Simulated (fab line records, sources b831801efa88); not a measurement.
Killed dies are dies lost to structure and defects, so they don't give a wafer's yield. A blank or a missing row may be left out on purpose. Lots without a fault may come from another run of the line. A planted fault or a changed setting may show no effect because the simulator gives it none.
fab line records | flow sky130
record lots=11 wafers=33 last_day=50
route steps=708 shown SD_N@356 CONTACT@406 METAL2@488 PAD_OPEN@708
lots that met no fault: from a run of the same line without faults
start_h: hours from the record's first day to the start of the lot's first wafer shown | wait_h: hours since the lot's step before | " the same as in the row above | L1.1+2: a row that stands for several wafers | - no value, or no start given | * or withheld: withheld | < > ~ a bound
route shown NAME@n: a module of which the file shows steps, and the number in the route of the first | usual: mean/standard deviation of fault-free wafers | same: alike in all rows | chamber/n: place in a boat | sites: the reading at each site | _std_site: their standard deviation | _edge_site: outer sites' mean less inner sites' | radius_mm: how far each site lies from the wafer's centre | mask NAME#n: copy n | behind: the tool/chamber that last shaped the wafer | hold: why the lot was held/for how many hours/how that ended | device: the transistor (n, p or np) that didn't switch | end of line: the same wafers' tests at the end of the route | a step without rows: its recipe alone | killed: dies lost to structure and defects at the first sort, not the wafer's yield | map: a wafer's dies, x killed, . not, _ none there
set.NAME: the setting as run; set.NAME@STEP: as run at that earlier step | model.NAME: the simulator's own value behind a step, which no gauge read
steps of the route over a sample of lots; a table a step, a row a wafer
services: from which hour (start_h, from the record's first day; less than 0 if before it) a tool's chamber was out of use, for how many hours, and why
## steps
# step SKY_SD_N_RTA_14
# recipe temp_c=1075 time_s=2 idle_temp_c=650 ramp_up_c_per_s=150 ramp_down_c_per_s=90 ambient=N2
# usual lamp_power_pct=15.74/0.049 ramp_down_c_per_s=89.999/0.015 wafer_temp_C_max=1077.9/1.3
# columns lot.wafer tool chamber start_h wait_h lamp_power_pct ramp_down_c_per_s wafer_temp_C_max
L316.1 rtp_anneal-01 0 664.34 0.0 15.76 89.994 1077.0
L316.2 " 0 " " 15.75 90.009 1078.4
L316.6 " 0 " " 15.79 89.999 1077.5
L317.2 rtp_anneal-02 0 674.65 0.0 15.87 89.994 1078.6
L317.4 " 0 " " 15.70 90.002 1077.4
L317.6 " 0 " " 15.75 90.004 1077.6
L318.2 rtp_anneal-01 0 684.56 0.0 15.65 90.002 1080.1
L318.5 " 0 " " 15.77 90.003 1080.9
L318.6 " 0 " " 15.77 90.000 1077.2
L319.1 rtp_anneal-02 0 689.11 0.0 15.72 90.003 1079.0
L319.3 " 0 " " 15.74 90.000 1077.3
L319.6 " 0 " " 15.79 89.989 1080.2
L321.1 rtp_anneal-02 0 712.15 0.0 15.66 90.001 1078.3
L321.2 " 0 " " 15.84 90.014 1077.4
L321.4 " 0 " " 15.79 90.006 1078.4
L325.3 rtp_anneal-02 0 752.31 0.0 15.74 90.010 1077.1
L325.4 " 0 " " 15.71 90.013 1080.6
L325.6 " 0 " " 15.70 90.005 1077.1
L330.3 rtp_anneal-01 0 791.11 0.0 15.75 89.997 1076.0
L330.5 " 0 " " 15.74 89.986 1079.1
L330.6 " 0 " " 15.69 89.986 1077.8
L328.1 rtp_anneal-02 0 793.79 0.0 15.71 89.975 1077.8
L328.4 " 0 " " 15.76 89.999 1077.5
L328.5 " 0 " " 15.76 90.013 1076.2
L333.1 rtp_anneal-02 0 801.20 0.0 15.68 89.975 1077.4
L333.4 " 0 " " 15.77 90.015 1075.9
L333.5 " 0 " " 15.84 89.996 1078.0
L335.3 rtp_anneal-02 0 811.42 0.0 15.78 89.998 1079.8
L335.4 " 0 " " 15.74 89.994 1077.6
L335.6 " 0 " " 15.72 89.991 1077.8
L336.1 rtp_anneal-01 0 827.45 0.0 15.66 90.014 1078.1
L336.2 " 0 " " 15.71 90.000 1076.5
L336.3 " 0 " " 15.73 89.988 1078.0
# step SKY_CONTACT_CVD_00
# recipe material=Si3N4 target_thk_nm=75 temp_c=400 time_s=withheld rf_w=450
# usual heater_power_w=656/78
# columns lot.wafer tool chamber start_h wait_h heater_power_w
L316.1 pecvd-02 2 722.97 0.0 586
L316.2 " 1 " " 667
L316.6 " 1 " " 683
L317.2 pecvd-02 0 733.82 0.0 600
L317.4 " 2 " " 588
L317.6 " 0 " " 596
L318.2 pecvd-03 1 743.43 0.0 742
L318.5 " 1 " " 741
L318.6 " 0 " " 623
L319.1 pecvd-02 1 747.62 0.0 693
L319.3 " 2 " " 651
L319.6 " 1 " " 656
L319.1 pecvd-02 1 747 - 667
L319.3 " 2 " " 648
L319.6 " 1 " " 646
L321.1 pecvd-03 1 769.77 0.0 903
L321.2 " 2 " " 634
L321.4 " 1 " " 884
L325.3 pecvd-02 2 809.50 0.0 640
L325.4 " 2 " " 646
L325.6 " 0 " " 645
L325.3 pecvd-02 2 809 - 634
L325.4 " 2 " " 646
L325.6 " 0 " " 638
L330.3 pecvd-02 1 847.59 0.0 766
L330.5 " 0 " " 691
L330.6 " 1 " " 581
L328.1 pecvd-04 0 849.91 0.0 706
L328.4 " 2 " " 600
L328.5 " 1 " " 659
L333.1 pecvd-04 2 856.26 0.0 588
L333.4 " 0 " " 735
L333.5 " 2 " " 589
L335.3 pecvd-03 0 867.72 0.0 661
L335.4 " 2 " " 593
L335.6 " 0 " " 681
L336.1 pecvd-03 2 882.24 0.0 561
L336.2 " 0 " " 670
L336.3 " 2 " " 583
# step SKY_CONTACT_THK_MEAS_01
# recipe reads=Si3N4_of_CONTACT_CVD_00
# usual CONTACT_CVD_00_THK=75.1/1
# columns lot.wafer tool chamber start_h wait_h CONTACT_CVD_00_THK[nm]
L316.1 film_metro-04 - 723.00 - 76.0
L316.2 " - " " 74.9
L316.6 " - " " 75.2
L317.2 film_metro-02 - 733.87 - 74.0
L317.4 " - " " 77.2
L317.6 " - " " 75.4
L318.2 film_metro-04 - 743.48 - 74.5
L318.5 " - " " 75.6
L318.6 " - " " 76.2
L319.1 film_metro-02 - 747.86 - 150.3
L319.3 " - " " 150.5
L319.6 " - " " 151.8
L321.1 film_metro-02 - 769.81 - 74.1
L321.2 " - " " 75.3
L321.4 " - " " 76.2
L325.3 film_metro-01 - 809.75 - 152.5
L325.4 " - " " 152.6
L325.6 " - " " 151.6
L330.3 film_metro-01 - 847.64 - 74.8
L330.5 " - " " 75.6
L330.6 " - " " 76.1
L328.1 film_metro-01 - 849.94 - 73.6
L328.4 " - " " 75.4
L328.5 " - " " 75.6
L333.1 film_metro-01 - 856.29 - 74.9
L333.4 " - " " 76.1
L333.5 " - " " 77.0
L335.3 film_metro-02 - 867.78 - 74.9
L335.4 " - " " 75.3
L335.6 " - " " 74.9
L336.1 film_metro-02 - 882.29 - 73.3
L336.2 " - " " 74.8
L336.3 " - " " 75.8
# step SKY_CONTACT_ETCH_18
# recipe target=Si3N4 chemistry=CHF3/O2 stop_on=TiN source_w=600 bias_w=200 pressure_mtorr=40 chf3_flow_sccm=50 O2_flow_sccm=5 time_s=39 target_depth_a=750
# usual chf3_flow_sccm=49.98/0.15 drypump_motor_current_A=5.5/0.39 oes_product_au=0.856/0.0079 throttle_valve_pct=8.792/0.0089
# columns lot.wafer tool chamber start_h wait_h chf3_flow_sccm drypump_motor_current_A oes_product_au rf_hours_counter_h throttle_valve_pct
L316.1 rie_diel-03 3 - - 49.83 5.4 0.865 10 8.796
L316.2 " 2 " " 49.85 5.1 0.852 22 8.795
L316.6 " 2 " " 50.14 5.1 0.852 - 8.790
L317.2 rie_diel-02 1 - - 50.00 5.4 0.848 10 8.776
L317.4 " 3 " " 49.79 6.0 0.873 10 8.789
L317.6 " 0 " " 49.96 5.9 0.855 - 8.786
L318.2 rie_diel-04 1 - - 50.02 5.7 0.849 11 8.792
L318.5 " 2 " " 50.21 5.3 0.862 - 8.799
L318.6 " 3 " " 49.79 5.0 0.863 - 8.796
L319.1 rie_diel-02 0 - - 50.04 5.9 1.000 5 8.850
L319.3 " 2 " " 50.01 6.2 1.017 6 8.822
L319.6 " 2 " " 50.26 6.2 1.022 - 8.824
L321.1 rie_diel-04 3 - - 50.03 4.9 0.849 9 8.778
L321.2 " 2 " " 50.04 5.3 0.849 16 8.792
L321.4 " 0 " " 49.92 5.0 0.871 17 8.785
L325.3 rie_diel-03 0 - - 50.11 5.9 0.972 28 8.817
L325.4 " 1 " " 50.02 5.4 0.992 9 8.816
L325.6 " 2 " " 49.98 5.1 1.000 - 8.819
L330.3 rie_diel-04 3 - - 49.95 5.0 0.850 11 8.799
L330.5 " 1 " " 50.16 5.7 0.862 - 8.786
L330.6 " 2 " " 50.08 5.2 0.869 - 8.783
L328.1 rie_diel-02 3 - - 50.03 6.0 0.841 14 8.796
L328.4 " 3 " " 50.24 6.0 0.860 - 8.786
L328.5 " 1 " " 49.90 5.4 0.865 - 8.794
L333.1 rie_diel-03 3 - - 49.90 5.4 0.849 14 8.783
L333.4 " 1 " " 49.97 5.4 0.857 - 8.797
L333.5 " 0 " " 50.36 5.9 0.864 - 8.785
L335.3 rie_diel-03 0 - - 50.23 5.9 0.846 1 8.801
L335.4 " 0 " " 49.89 5.9 0.857 - 8.792
L335.6 " 3 " " 49.76 5.4 0.853 - 8.785
L336.1 rie_diel-02 3 - - 49.84 6.0 0.843 16 8.800
L336.2 " 1 " " 49.96 5.4 0.859 14 8.803
L336.3 " 0 " " 50.01 5.9 0.862 10 8.804
# step SKY_METAL2_RS_MEAS_05
# recipe thk_meas_gauge=four-point-probe reads=TiN_of_METAL2_SPUTTER_04+Ti_of_METAL2_SPUTTER_03+AlCu_of_METAL2_SPUTTER_02+TiN_of_METAL2_SPUTTER_01+Ti_of_METAL2_SPUTTER_00
# usual METAL2_ALCU_RS=0.1269/0.0013
# columns lot.wafer tool chamber start_h wait_h METAL2_ALCU_RS[ohm/sq]
L316.1 film_metro-03 - 809.23 0.0 0.1282
L316.2 " - " " 0.1281
L316.6 " - " " 0.1289
L317.2 film_metro-04 - 819.54 0.0 0.1273
L317.4 " - " " 0.1273
L317.6 " - " " 0.1280
L318.2 film_metro-03 - 828.52 0.0 0.1288
L318.5 " - " " 0.1287
L318.6 " - " " 0.1285
L321.1 film_metro-01 - 854.23 0.0 0.1262
L321.2 " - " " 0.1245
L321.4 " - " " 0.1254
L330.3 film_metro-01 - 929.42 0.1 0.1263
L330.5 " - " " 0.1263
L330.6 " - " " 0.1257
L328.1 film_metro-03 - 931.93 0.0 0.1285
L328.4 " - " " 0.1270
L328.5 " - " " 0.1280
L333.1 film_metro-01 - 938.07 0.0 0.1262
L333.4 " - " " 0.1255
L333.5 " - " " 0.1263
L335.3 film_metro-03 - 948.06 0.1 0.1257
L335.4 " - " " 0.1261
L335.6 " - " " 0.1259
L336.1 film_metro-04 - 963.64 0.0 0.1282
L336.2 " - " " 0.1291
L336.3 " - " " 0.1295
# step SKY_METAL2_CD_MEAS_15
# recipe target_cd_nm=140
# usual cd_nm=140.1/1.4
# columns lot.wafer tool chamber start_h wait_h cd_nm
L316.1 cd_sem-01 - 835.59 - 141.4
L316.2 " - " " 142.0
L316.6 " - " " 140.9
L317.2 cd_sem-01 - 846.16 - 139.8
L317.4 " - " " 140.0
L317.6 " - " " 139.5
L318.2 cd_sem-01 - 854.46 - 140.6
L318.5 " - " " 138.4
L318.6 " - " " 138.8
L321.1 cd_sem-02 - 880.69 - 140.1
L321.2 " - " " 140.5
L321.4 " - " " 140.0
L330.3 cd_sem-02 - 954.28 - 141.9
L330.5 " - " " 141.9
L330.6 " - " " 141.0
L328.1 cd_sem-01 - 956.17 - 139.6
L328.4 " - " " 140.7
L328.5 " - " " 140.1
L333.1 cd_sem-01 - 962.64 - 140.8
L333.4 " - " " 140.3
L333.5 " - " " 139.3
L335.3 cd_sem-01 - 972.38 - 140.9
L335.4 " - " " 140.0
L335.6 " - " " 141.7
L336.1 cd_sem-01 - 987.69 - 140.9
L336.2 " - " " 141.4
L336.3 " - " " 141.2
# step SKY_PAD_OPEN_PROBE_99
# usual killed_at_M0_to_M3=43/7.7 killed_at_M4_up=3.4/1.9 killed_at_contacts=25/5.6 killed_at_front_end=14/4.3 killed_at_other=0.2/0.5 killed_dies=86/10 killed_on_rim=17/4.1 killed_open=47/7.2 killed_short=39/6.7
# same gross_dies=492 killed_at_back_side=0
# columns lot.wafer tool chamber start_h wait_h killed_at_M0_to_M3 killed_at_M4_up killed_at_contacts killed_at_front_end killed_at_other killed_dies killed_on_rim killed_open killed_short
L319.1 prober-01 - 1109.11 0.1 46 3 432 11 0 492 96 40 39
L319.3 prober-01 - 1109.21 0.2 44 2 435 11 0 492 96 56 38
L319.6 prober-01 - 1109.36 0.2 35 2 447 8 0 492 96 32 31
L325.3 prober-01 - 1153.31 0.2 35 5 444 7 1 492 96 35 31
L325.4 prober-01 - 1153.36 0.2 39 4 436 13 0 492 96 44 32
L325.6 prober-01 - 1153.46 0.2 30 1 446 14 1 492 96 42 24
# killed by level:class
L319.1 CONTACT:area_etch=413 VIA1:geometric_particle:open=9 CONTACT:geometric_particle:open=9 VIA3:geometric_particle:open=8 POLY_GATE:geometric_particle:short=7 VIA2:geometric_particle:open=6 METAL2:geometric_particle:short=5 VIA3:geometric_particle:short=5
L319.3 CONTACT:area_etch=398 VIA1:geometric_particle:open=13 CONTACT:geometric_particle:open=12 LI_CONTACT:geometric_particle:open=9 VIA1:geometric_particle:short=7 CONTACT:geometric_particle:short=6 METAL2:geometric_particle:open=6 LOCAL_INTERCONNECT:geometric_particle:short=5
L319.6 CONTACT:area_etch=429 VIA1:geometric_particle:open=12 CONTACT:geometric_particle:open=7 LOCAL_INTERCONNECT:geometric_particle:short=5 POLY_GATE:geometric_particle:short=4 METAL1:geometric_particle:short=4 METAL3:geometric_particle:short=4 CONTACT:geometric_particle:short=3
L325.3 CONTACT:area_etch=426 VIA1:geometric_particle:open=6 VIA3:geometric_particle:open=6 VIA2:geometric_particle:open=6 LI_CONTACT:geometric_particle:open=5 CONTACT:geometric_particle:open=5 VIA1:geometric_particle:short=5 LOCAL_INTERCONNECT:geometric_particle:short=4
L325.4 CONTACT:area_etch=416 VIA1:geometric_particle:open=14 VIA1:geometric_particle:short=8 CONTACT:geometric_particle:open=6 VIA3:geometric_particle:open=6 CONTACT:geometric_particle:short=5 FIELD_ISO:geometric_particle:open=4 FIELD_ISO:geometric_particle:short=4
L325.6 CONTACT:area_etch=426 VIA1:geometric_particle:open=9 LI_CONTACT:geometric_particle:open=8 CONTACT:geometric_particle:open=8 FIELD_ISO:geometric_particle:short=5 METAL1:geometric_particle:short=4 VIA2:geometric_particle:open=4 METAL3:geometric_particle:short=4
## services
# columns tool chamber start_h hours kind
rie_diel-02 - 665.87 2.8 pm
pecvd-03 - 677.78 1.4 repair
rie_diel-02 0 690.19 9.3 repair
pecvd-04 0 693.01 6.4 repair
rie_diel-02 2 695.12 6.3 repair
rie_diel-02 1 706.11 7.7 repair
rie_diel-04 - 723.35 0.5 repair
rie_diel-03 3 732.77 3.8 repair
rie_diel-02 1 743.77 8.0 repair
rie_diel-03 2 766.97 14.4 repair
pecvd-03 - 770.93 0.5 repair
rie_diel-02 - 776.58 2.3 repair
rie_diel-02 3 779.52 8.4 repair
rtp_anneal-02 - 802.46 1.9 repair
rie_diel-02 1 824.95 49.5 repair
pecvd-03 1 827.59 25.8 repair
pecvd-02 2 834.62 11.1 repair
rie_diel-02 2 857.34 3.0 repair
rie_diel-02 - 857.48 0.2 repair
rtp_anneal-01 - 862.11 3.8 pm
rie_diel-02 0 869.38 14.4 repair
pecvd-02 - 869.93 6.0 pm
rie_diel-03 2 871.72 34.7 repair
rie_diel-04 - 885.82 41.6 repair
## key
first_sign step=SKY_CONTACT_CVD_00 reading=visit direction=added
effect step=SKY_CONTACT_THK_MEAS_01 reading=CONTACT_CVD_00_THK direction=up sigmas=76 usual=75.1 struck=151.5
effect step=SKY_CONTACT_ETCH_18 reading=oes_product_au direction=up sigmas=18 usual=0.856 struck=1.000
effect step=SKY_PAD_OPEN_PROBE_99 reading=killed_at_contacts direction=up sigmas=74 usual=25 struck=440
more_kills_born_at SKY_CONTACT_ETCH_18@rie_diel-03=1268 SKY_CONTACT_ETCH_18@rie_diel-02=1240
met_at SKY_CONTACT_CVD_00
struck_lots L319,L325
later_rows_left_out L319.1,L319.3,L319.6,L325.3,L325.4,L325.6
tester_left_out L319,L325
not_acting_at SKY_SD_N_RTA_14,SKY_METAL2_RS_MEAS_05,SKY_METAL2_CD_MEAS_15
fault kind=repeated_step_whole tool=pecvd-02,pecvd-03,pecvd-04 chamber=- onset_h=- steps=SKY_CONTACT_CVD_00 times=1 scope=struck_lots_only
# tester_left_out: of these lots the tester's yield and bins aren't shown, on N5 and GAA mostly nor the transistor test; their killed dies are dies lost to structure and defects alone, not to doping, threshold or leakage, so they don't give the yield
# later_rows_left_out: the simulator's readings of these wafers behind a module that went badly wrong aren't trusted and aren't shown, but for the sort
